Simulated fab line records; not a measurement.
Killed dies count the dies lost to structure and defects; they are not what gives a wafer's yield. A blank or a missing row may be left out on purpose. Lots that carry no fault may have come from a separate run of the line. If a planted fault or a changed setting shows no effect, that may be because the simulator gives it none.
Struck lot and sound lot, side by side | flow sky130 | 17 steps out of a route of 708
Sound: these wafers, L559.3, L559.4, L559.5. Wafers L560.4, L560.5, L560.6 were the ones struck. The cause comes at the end.
At each step with rows: each side's tool, then ch and its chambers, then its first start. Under that, the readings that differ: sound wafers | struck wafers | difference of the means | sigmas: that difference in standard deviations of wafers without a fault.
alike: a reading whose means differ by less than 2 such deviations, as well as words and numbers matching on both sides. not compared: withheld readings; readings where some wafer has no value; bounds like >300 that might hide an equal value; numbers whose values overlap and for which the record gives no deviation.
A row with sigmas, a row that says differs or no value, or rows on one side alone: a step with any of these is where the two part. Numbers that don't overlap but have no deviation are shown without sigmas and don't part them. A reading missing from all wafers of one side parts the sides only when that side holds two or more wafers.

first, 1 step without rows for these wafers: SKY_VIA4_ETCH_12 (etches SiO2 in C4F8/O2/Ar, stops on TiN, target depth 580 nm).
SKY_VIA4_STRIP_13: strips in O2/N2.
  sound on plasma asher-01 ch 0,1, day 45 07:32; struck on plasma asher-03 ch 0,1, day 45 13:56
  alike: drypump motor current A, oes product au, strip time to endpoint s
  not compared: rf hours counter h
then, 3 steps without rows for these wafers: SKY_VIA4_STRIP_14 (strips in post etch residue remover, time 1200 s); SKY_VIA4_CLEAN_15 (cleans in IPA, time 180 s); SKY_VIA4_CLEAN_16 (cleans in O3/DIW).
SKY_VIA4_SPUTTER_17: material TiN, target thk 20 nm, time 80 s.
  sound: pvd sputter-01 at day 45 08:08; struck: pvd sputter-01 at day 45 14:34
  alike: throttle valve pct
then, 1 step without rows for these wafers: SKY_VIA4_CVD_18 (deposits W, target thk 505 nm, time 152.14 s).
SKY_VIA4_RS_MEAS_19: measurement is done with a four-point probe.
  sound: film metro-03 at day 45 08:23; struck: film metro-04 at day 45 14:50
  alike: VIA4_W_RS
SKY_VIA4_THK_MEAS_20: measures by xrf.
  sound: film metro-03 at day 45 08:29; struck: film metro-04 at day 45 14:56
  alike: VIA4_W_THK
SKY_VIA4_CMP_21: polishes, stops on SiO2, t overpolish 25 s, target thk 0 nm.
  sound on cmp-01 ch 0,1,2, day 45 08:32; struck on cmp-01 ch 0,2,3, day 45 15:04
  alike: motor current A, overpolish run s, slurry filter dp kPa, time to endpoint s
then, 1 step without rows for these wafers: SKY_METAL5_SPUTTER_00 (material Ti, target thk 15 nm, time 10 s).
SKY_METAL5_SPUTTER_01: material TiN, target thk 20 nm, time 16.7 s.
  sound: pvd sputter-01 at day 45 08:51; struck: pvd sputter-03 at day 45 15:17
  alike: throttle valve pct
SKY_METAL5_SPUTTER_02: material AlCu, target thk 1150 nm, time 61.2 s.
  sound: pvd sputter-01 at day 45 08:53; struck: pvd sputter-03 at day 45 15:19
  reading                                     | sound          | struck            | difference | sigmas
  model.AlCu_of_METAL5_SPUTTER_02.thk nm (nm) | 1158 1145 1154 | 397.3 400.7 416.9 | -747.4     |
  alike: throttle valve pct
SKY_METAL5_SPUTTER_03: material Ti, target thk 5 nm, time 3.3 s.
  sound: pvd sputter-01 at day 45 08:56; struck: pvd sputter-03 at day 45 15:22
  alike: throttle valve pct
then, 1 step without rows for these wafers: SKY_METAL5_SPUTTER_04 (material TiN, target thk 70 nm, time 58.3 s).
SKY_METAL5_RS_MEAS_05: measurement is done with a four-point probe.
  sound: film metro-02 at day 45 09:02; struck: film metro-04 at day 45 15:46
  reading                 | sound                | struck                  | difference | sigmas
  METAL5_ALCU_RS (ohm/sq) | 0.02688 0.0271 0.027 | 0.07905 0.07851 0.07538 | +0.05065   | +99 or more
  not compared: hold
SKY_PAD_OPEN_PROBE_99:
  rows exist in the record for the sound wafers here (prober-01, day 47 23:53), none for the struck ones

== WHERE THEY PART ==
Earliest at SKY_METAL5_RS_MEAS_05; latest, in this record, at SKY_PAD_OPEN_PROBE_99.

WHY: what had been put in by the simulator
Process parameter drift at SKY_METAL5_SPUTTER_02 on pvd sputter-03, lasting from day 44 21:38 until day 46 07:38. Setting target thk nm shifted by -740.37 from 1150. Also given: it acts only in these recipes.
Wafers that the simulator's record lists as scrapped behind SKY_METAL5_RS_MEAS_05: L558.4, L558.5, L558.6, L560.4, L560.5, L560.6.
